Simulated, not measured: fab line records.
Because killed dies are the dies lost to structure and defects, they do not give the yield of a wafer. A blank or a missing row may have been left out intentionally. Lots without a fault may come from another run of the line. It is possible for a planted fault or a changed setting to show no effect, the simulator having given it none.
8D (eight disciplines) problem report, filled in by code	flow sky130	the parts of the form that need people (team, actions taken, sign-off) are left out

== 1. THE ISSUE ==
Wafers without a fault read 269.6 nm, standard deviation 1.4; cd-nm at SKY_POLY_CUT_CD_MEAS_08 reads a mean of 244.0 nm on 3 wafers belonging to 2 lots. That is -18 standard deviations from the usual mean.
The step: target cd 270 nm.
First seen on wafer L576.1, day 27 06:06, on cd-sem-01. The record holds 37 wafers of 13 lots with a number at this step. Rule for "out", or "out of limits": more than 4 standard deviations from the usual mean. All remaining wafers that have a number are taken as sound.

== 2. WHAT THIS IS AND IS NOT ==
question	is	is not
which readings at this step	cd-nm	-
which lots	L576, L577	L568, L569, L570, L571, L572, L574, L587, L588, L589, L590, L591
which wafers of those lots	L576.1, L576.5, L577.5	L577.6
read on which gauges	cd-sem-01, cd-sem-02	-
when	from day 27 06:06	up to then (18 sound wafers); but 16 sound wafers of L577, L587, L588, L589, L590, L591 came after

== 3. WHAT RULES OUT EACH SUSPECT ==
Counting: if a tool at a process step up to the reading ran every lot that is out, it stays a suspect. Sound lots after the first of them don't rule it out here, since some wafers of a struck lot are sound.
- the gauge at SKY_POLY_CUT_CD_MEAS_08 has been ruled out. 2 gauges (cd-sem-01, cd-sem-02) read the wafers that are out.
- krf-scanner-02 at SKY_POLY_CUT_EXPOSE_05 (exposes mask NPCM, target cd 270 nm): kept. Ran every lot that is out, first one L576 (day 26 15:59); last sound lot up to then L574 (day 26 08:22).
Left after counting: krf-scanner-02 at SKY_POLY_CUT_EXPOSE_05.

== 4. THE CAUSE (what the simulator had put in) ==
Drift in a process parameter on krf-scanner-02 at SKY_POLY_CUT_EXPOSE_05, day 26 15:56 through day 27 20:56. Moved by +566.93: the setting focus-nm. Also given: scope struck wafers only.
After counting, this tool was the only one left.

== 5. THE CHAIN OF EFFECTS, in route order ==
Rows list readings where the struck wafers' mean (over those with a number) sits beyond 3 standard deviations from the usual. Only readings whose record carries a usual standard deviation are examined. hours: median over the lots of the time between each lot's start at the first step of this table that gives one and its start at this step. sigmas: the change, counted in usual standard deviations.
hours	step	reading	usual	on struck wafers	change	sigmas
0	SKY_POLY_CUT_CD_MEAS_08	cd-nm	269.6 nm	244.0	-25.6	-18

== 6. WHAT WOULD HAVE CAUGHT IT SOONER ==
The first out-of-limits reading at a measuring or inspecting step in this record came at day 27 06:06, 14 hours after the fault's start at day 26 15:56.
The start of SKY_POLY_CUT_EXPOSE_05 on krf-scanner-02 came by day 27 06:06 for every one of the lots that are out (2). None of them would have been spared by holding the tool at that moment.
